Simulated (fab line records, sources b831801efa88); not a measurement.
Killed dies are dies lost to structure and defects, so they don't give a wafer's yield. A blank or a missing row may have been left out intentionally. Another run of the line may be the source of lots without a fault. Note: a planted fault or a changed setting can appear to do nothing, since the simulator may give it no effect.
2 desks looking at one fault :: flow gf180mcu :: each desk has only its own numbers; what lay behind them comes last

== THE METROLOGY DESK ==
What the gauges read for every lot (on any tool): the sampled wafers with a number, averaged. A lot is out of limits, marked OUT, if its mean lies more than 4 standard deviations from the usual mean; the brackets give that distance.
Columns: A = STI_CVD_23_THK at GF_STI_THK_MEAS_24, usual 653 nm; B = MVPSD_OVL at GF_MVPSD_OVL_MEAS_07, usual -0.1 nm; C = CONTACT_W_RS at GF_CONTACT_RS_MEAS_25, usual 0.380 ohm/sq; D = CONTACT_W_THK at GF_CONTACT_THK_MEAS_26, usual 299 nm
lot: L463
first seen here: day 2 06:17
A: 658
B: -0.8
C: 0.380
D: 300

lot: L464
first seen here: day 2 08:11
A: 654
B: -3.1
C: 0.376
D: 303

lot: L465
first seen here: day 2 15:43
A: 665
B: -1.6
C: 0.381
D: 296

lot: L467
first seen here: day 3 00:20
A: 652
B: 0.1
C: 0.390
D: 287

lot: L468
first seen here: day 3 04:57
A: 670
B: 0.9
C: 0.378
D: 303

lot: L469
first seen here: day 3 11:54
A: 658
B: -0.2
C: 0.387
D: 297

lot: L472
first seen here: day 4 04:05
A: 654
B: 0.7
C: 0.374
D: 304

lot: L473
first seen here: day 4 10:52
A: 652
B: 2.1
C: 0.377
D: 302

lot: L475
first seen here: day 4 22:56
A: 657
B: -1.0
C: 0.383
D: 301

lot: L478
first seen here: day 5 10:04
A: 653
B: -0.5
C: 0.381
D: 295

lot: L482
first seen here: day 6 06:26
A: 798 (+19) OUT
B: 2.0
C: 0.383
D: 297

lot: L484
first seen here: day 6 15:56
A: 772 (+16) OUT
B: 1.1
C: 0.371
D: 304

lot: L485
first seen here: day 6 20:34
A: 780 (+16) OUT
B: 1.8
C: 0.383
D: 294

lot: L486
first seen here: day 7 04:49
A: 645
B: 1.1
C: 0.384
D: 293
This desk reports L482, L484, L485 out of limits; the earliest was L482 at day 6 06:26 (STI_CVD_23_THK at GF_STI_THK_MEAS_24). L463, L464, L465, L467, L468, L469, L472, L473, L475, L478, L486: within limits.

== THE TOOL OWNER'S DESK: hdpcvd-02 ==
The tool's own readings at GF_STI_CVD_23 (deposits SiO2, target thk 650 nm, time 108.3 s): means of the sampled wafers that have a number, for each lot that ran on this tool. A lot is out of limits, marked OUT, if its mean lies more than 4 standard deviations from the usual mean; the brackets give that distance.
Columns: A = susceptor temp C at GF_STI_CVD_23, usual 600.00 C
lot: L464
first seen here: day 2 08:07
A: 600.10

lot: L465
first seen here: day 2 15:37
A: 599.78

lot: L467
first seen here: day 3 00:15
A: 599.81

lot: L472
first seen here: day 4 04:01
A: 600.01

lot: L482
first seen here: day 6 06:22
A: 599.77

lot: L484
first seen here: day 6 15:51
A: 600.02

lot: L485
first seen here: day 6 20:29
A: 600.04
This desk's finding: nothing out of limits on any of the 7 lots.

== TAKEN TOGETHER ==
An alarm was possible from the metrology desk at day 6 06:26, on L482, L484, L485.
Nothing out of limits was seen by the tool owner's desk.
Tool owner's desk: L482, L484, L485 on record, inside its limits.
On hdpcvd-02, each named lot ran GF_STI_CVD_23.

== WHAT THE SIMULATOR PUT IN ==
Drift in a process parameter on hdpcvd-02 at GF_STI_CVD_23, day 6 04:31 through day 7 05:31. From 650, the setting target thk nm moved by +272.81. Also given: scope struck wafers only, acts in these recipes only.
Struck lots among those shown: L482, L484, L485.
Per desk, hours elapsed from the start of the fault to the first reading out of limits: for the metrology desk, 2.
